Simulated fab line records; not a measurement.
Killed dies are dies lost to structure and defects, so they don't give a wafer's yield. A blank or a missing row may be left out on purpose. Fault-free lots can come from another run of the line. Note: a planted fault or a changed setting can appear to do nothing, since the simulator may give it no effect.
Matching of chambers -- flow gf180mcu -- 3 sister chambers for GF_V5_CMP_26 on cmp-02
The step polishes, stops on SiO2, t overpolish 15 s, target thk 0 nm. 6 wafers are shown with their chamber, then 4 later ones without.

WAFERS, EACH WITH ITS CHAMBER
wafer,chamber,motorCurrentA (A),timeToEndpointS (s)
L318.4,3,10.3,92
L320.1,2,10.6,87
L320.3,0,14.1,88
L320.5,2,11.3,84
L325.2,3,9.6,85
L325.5,0,13.9,87

WAFERS WHOSE CHAMBER IS MISSING
wafer,motorCurrentA (A),timeToEndpointS (s)
L335.2,9.4,90
L335.4,11.7,86
L336.3,10.0,88
L336.6,10.4,85

EACH ONE'S CHAMBER
wafer,from the rows above,in truth
L335.2,3,3
L335.4,2,2
L336.3,3,3
L336.6,can't be placed: 2 or 3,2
Placed correctly: 3 of 4. Can't be placed from these rows: 1 (the true chamber is among the candidates in 1). 0 placed wrongly.
How it was worked out, from the rows above alone: a wafer's distance from a chamber is the root of the sum, over the readings, of the square of ((its reading less the chamber's mean) divided by the reading's scatter). The wafer belongs to the nearest chamber; if the next one is less than 2 further off, it can't be placed. For every chamber, the mean is computed from those of its wafers that are shown. The scatter: the root of (the sum of the squares of (reading less its chamber's mean) over the shown wafers, divided by (wafers less chambers)).
